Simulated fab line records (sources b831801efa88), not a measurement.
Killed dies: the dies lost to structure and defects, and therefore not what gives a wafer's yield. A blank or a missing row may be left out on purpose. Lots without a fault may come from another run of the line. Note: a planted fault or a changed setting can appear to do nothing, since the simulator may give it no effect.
What tool caused it?    flow gf180mcu    10 lots with 30 wafers sampled at 6 steps, on a route of 602 steps

## WHAT THE GAUGES SHOWED, per wafer
GF_CONTACT_BOW_MEAS_05.
lot   measured      on            CONTACT_BOW (um)
L142  day 16 11:05  filmMetro-04  54 59 66
L143  day 16 18:55  filmMetro-01  67 63 68
L145  day 17 13:29  filmMetro-04  69 68 68
L147  day 18 01:37  filmMetro-02  64 72 66
L148  day 18 17:13  filmMetro-01  65 52 64
L152  day 20 01:17  filmMetro-02  67 73 59
L153  day 20 10:37  filmMetro-04  71 71 55
L154  day 20 20:29  filmMetro-01  62 72 63
L161  day 23 10:02  filmMetro-01  72 72 66
L162  day 23 20:07  filmMetro-01  62 75 51

GF_M1_THK_MEAS_06: measures by xrf.
lot   measured      on            M1_ALCU_THK (nm)
L142  day 17 11:31  filmMetro-03  454 454 456
L143  day 17 20:07  filmMetro-03  449 448 449
L145  day 18 15:04  filmMetro-03  445 464 449
L147  day 19 03:19  filmMetro-03  454 457 458
L148  day 19 19:38  filmMetro-02  454 448 447
L152  day 21 03:16  filmMetro-03  456 447 445
L153  day 21 12:25  filmMetro-03  451 456 445
L154  day 21 21:58  filmMetro-04  437 444 438
L161  day 24 09:54  filmMetro-03  451 448 444
L162  day 24 20:03  filmMetro-02  445 441 440

GF_M2_RS_MEAS_05: measurement is done with a four-point probe.
lot   measured      on            M2_ALCU_RS (ohm/sq)
L142  day 19 15:24  filmMetro-04  0.0698 0.0697 0.0697
L143  day 19 23:38  filmMetro-04  0.0700 0.0700 0.0696
L145  day 20 18:46  filmMetro-03  0.0688 0.0697 0.0703
L147  day 21 06:21  filmMetro-04  0.0695 0.0692 0.0696
L148  day 21 22:06  filmMetro-03  0.0692 0.0701 0.0696
L152  day 23 05:31  filmMetro-03  0.0719 0.0722 0.0712
L153  day 23 14:06  filmMetro-04  0.0694 0.0698 0.0867 0.0693 0.0698 0.0868
L154  day 23 22:43  filmMetro-03  0.0690 0.0871 0.0687 0.0691 0.0870 0.0686
L161  day 26 08:27  filmMetro-04  0.0702 0.0701 0.0697
L162  day 26 17:37  filmMetro-03  0.0706 0.0715 0.0709

GF_M2_THK_MEAS_06: measures by xrf.
lot   measured      on            M2_ALCU_THK (nm)
L142  day 19 15:29  filmMetro-04  446 446 447
L143  day 19 23:45  filmMetro-04  444 446 445
L145  day 20 18:52  filmMetro-03  458 452 451
L147  day 21 06:27  filmMetro-04  446 451 444
L148  day 21 22:13  filmMetro-03  455 448 450
L152  day 23 05:38  filmMetro-03  437 438 445
L153  day 23 20:26  filmMetro-04  448 444 360 446 446 360
L154  day 24 03:04  filmMetro-03  456 361 456 457 361 457
L161  day 26 08:34  filmMetro-04  442 443 445
L162  day 26 17:44  filmMetro-03  446 442 442

GF_M2_OVL_MEAS_15.
lot   measured      on          M2_OVL (nm)
L142  day 20 15:35  overlay-01  -9 -3 -2
L143  day 21 00:26  overlay-02  9 3 6
L145  day 21 18:29  overlay-01  -8 -1 -4
L147  day 22 06:06  overlay-01  6 7 6
L148  day 22 21:26  overlay-01  2 2 3
L152  day 24 04:38  overlay-01  12 10 10
L153  day 24 12:11  overlay-01  4 4 10
L154  day 24 20:49  overlay-02  -1 -4 -2
L161  day 27 05:04  overlay-02  -2 -3 -4
L162  day 27 13:56  overlay-02  -10 -4 -8

## WHAT TOOL EACH LOT RAN ON (gives the tool, then ch and the chambers of the sampled wafers, and finally the start)
lot   GF_M2_SPUTTER_02
L142  pvdSputter-01, day 19 15:15
L143  pvdSputter-03, day 19 23:32
L145  pvdSputter-04, day 20 18:39
L147  pvdSputter-04, day 21 06:13
L148  pvdSputter-04, day 21 21:59
L152  pvdSputter-01, day 23 05:25
L153  pvdSputter-04, day 23 13:59
L154  pvdSputter-04, day 23 22:37
L161  pvdSputter-01, day 26 08:20
L162  pvdSputter-03, day 26 17:31
- GF_M2_SPUTTER_02: material AlCu, target thk 450 nm, time 23.9 s.

## WHAT THE TOOLS THEMSELVES READ (means of the sampled wafers that have a number; where no wafer has one, the mark that the record gives instead)
GF_M2_SPUTTER_02.
lot   tool           throttleValvePct (%)
L142  pvdSputter-01  30.3
L143  pvdSputter-03  29.5
L145  pvdSputter-04  30.6
L147  pvdSputter-04  29.9
L148  pvdSputter-04  30.8
L152  pvdSputter-01  30.9
L153  pvdSputter-04  31.1
L154  pvdSputter-04  30.6
L161  pvdSputter-01  30.9
L162  pvdSputter-03  31.7

## THE ANSWER, worked out from the rows above alone
Rule: the usual values come from the lots themselves. The widest of any qualifying gaps counts: lots, ordered by their means at a reading, are off when they make up no more than a third of the lots, leave a main group of 4 or more, and stand apart from it by 3 or more times the standard deviation of that group's means. A main group whose means are all the same, to the digits that the tables above print for the reading, isn't used. A lot without any number at a reading at which 4 lots or more have one is off too. All remaining lots with rows at the step are treated as sound. Order of review: gauges by route order, followed by the tools' own readings, for which a lot's mean as printed above is used. At the first step where some lot is off, the reading lying furthest off is the one used; lots without a number count as furthest.
Off: L153, L154, at GF_M2_RS_MEAS_05 (M2_ALCU_RS). Main group: mean 0.0701 ohm/sq, sd 0.00077.
If a tool, at a process step before that reading, ran all the lots that are off and no sound lot after the first of them, it fits. The gauges at GF_M2_RS_MEAS_05 are tried like those tools. One fits: pvdSputter-04 at GF_M2_SPUTTER_02. Its last sound lot is L148 (day 21 21:59), its first lot that is off L153 (day 23 13:59): a fault that began between those two fits.

## WHAT WAS PUT IN BY THE SIMULATOR
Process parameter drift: pvdSputter-04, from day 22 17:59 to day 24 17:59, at GF_M2_SPUTTER_02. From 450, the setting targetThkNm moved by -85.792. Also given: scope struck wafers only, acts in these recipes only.
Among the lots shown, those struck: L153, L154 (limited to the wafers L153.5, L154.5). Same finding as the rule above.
